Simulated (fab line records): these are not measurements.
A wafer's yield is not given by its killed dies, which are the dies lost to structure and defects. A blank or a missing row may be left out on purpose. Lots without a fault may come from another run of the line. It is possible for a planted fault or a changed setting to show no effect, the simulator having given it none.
A lot that was struck, set against a sound lot ; flow sfqLine ; 14 steps out of a route of 325
Sound: the wafers L366.2, L366.5, L366.6. Wafers struck: L362.2, L362.5, L362.6. Last of all comes the cause.
For every step that has rows: the tool of each side, followed by ch and its chambers, followed by its first start. Under that, the readings that differ: sound wafers ; struck wafers ; difference of the means ; sigmas: that difference in standard deviations of wafers without a fault.
alike: readings with means less than 2 such deviations apart, plus words and numbers identical on both sides. not compared: withheld readings, readings lacking a value on some wafer, bounds such as >300 that could conceal the same value, and numbers that have no deviation in the record and whose values overlap.
A row with sigmas, a row that says differs or no value, or rows on one side alone: a step with any of these is where the two part. Non-overlapping numbers with no deviation appear without sigmas and do not part them. Lack of a reading on every wafer of one side parts them only where that side has two or more wafers.

SFQ_TRILAYER_M2_BARC_OPEN_METAL_ETCH_077: etches BARC in O2, target depth 125 nm, time 41.7 s.
  sound on rieMetal-03 ch 0,1, day 39 22:28; struck on rieMetal-02 ch 0,1, day 39 11:40
  alike: drypumpMotorCurrentA, oesProductAu, rfFwdPowerW
  not compared: rfHoursCounterH
SFQ_TRILAYER_M2_ETCH_METAL_ETCH_060: etches Nb in Cl2/Ar, stops on SiO2, target depth 240 nm, time 120 s.
  sound on rieMetal-03 ch 0,1, day 39 22:32; struck on rieMetal-02 ch 0,1, day 39 11:44
  alike: drypumpMotorCurrentA, oesProductAu, rfFwdPowerW
  not compared: rfHoursCounterH
SFQ_TRILAYER_M2_STRIP_STRIP_061: strips in O2.
  sound on rieMetal-03 ch 0,1, day 39 22:39; struck on rieMetal-02 ch 0,1, day 39 11:51
reading;sound;struck;difference;sigmas
oesProductAu (a.u.);0.986 0.988 0.989;1.015 1.007 1.018;+0.026;+3
  alike: drypumpMotorCurrentA
  not compared: rfHoursCounterH
then, 1 step without rows for these wafers: SFQ_TRILAYER_M2_STRIP_SOLV_CLEAN_062 (cleans in NMP, time 600 s).
SFQ_TRILAYER_I2_DEP_PECVD_063: deposits SiO2 from SiH4/N2O, time 111.11 s, target thk 500 nm.
  sound on pecvd-03 ch 1,2, day 39 23:27; struck on pecvd-03 ch 0,2, day 39 12:38
  alike: heaterPowerW, rfFwdPowerW, throttleValvePct
then, 1 step without rows for these wafers: SFQ_TRILAYER_I2_CMP_CMP_064 (polishes SiO2).
SFQ_I2_BOW_MEAS_917:
  sound: filmMetro-04 at day 40 03:26; struck: filmMetro-02 at day 39 16:26
  alike: I2_BOW
SFQ_TRILAYER_I2_METRO_MEASURE_065:
  sound: filmMetro-04 at day 40 03:44; struck: filmMetro-02 at day 39 16:44
  alike: thkNm
then, 4 steps without rows for these wafers: SFQ_TRILAYER_I2_VIA_LITHO_COAT_072 (resist thk 62 nm); SFQ_TRILAYER_I2_VIA_LITHO_COAT_067 (resist thk 650 nm); SFQ_TRILAYER_I2_VIA_LITHO_SOFTBAKE_071; SFQ_TRILAYER_I2_VIA_LITHO_EXPOSE_068 (exposes mask I2, target cd 500 nm).
-- the record jumps here: 6 days lie between the struck wafers' starts before and after --
SFQ_TRILAYER_I2_VIA_LITHO_PEB_070: peb time 60 s.
  sound on lithoTrack-01 ch 0, day 46 06:43; struck on lithoTrack-03, day 45 22:14
  no value came back on the struck wafers for chillPlateTempC (C), exhaustPa (Pa), plateTempC (C); on the sound wafers chillPlateTempC (C) reads 23.10 23.10 23.08
then, 1 step without rows for these wafers: SFQ_TRILAYER_I2_VIA_LITHO_DEVELOP_069 (time 60 s).

== WHERE THEY PART ==
First at SFQ_TRILAYER_M2_STRIP_STRIP_061; last, within this record, at SFQ_TRILAYER_I2_VIA_LITHO_PEB_070.

WHY: the cause the simulator had injected
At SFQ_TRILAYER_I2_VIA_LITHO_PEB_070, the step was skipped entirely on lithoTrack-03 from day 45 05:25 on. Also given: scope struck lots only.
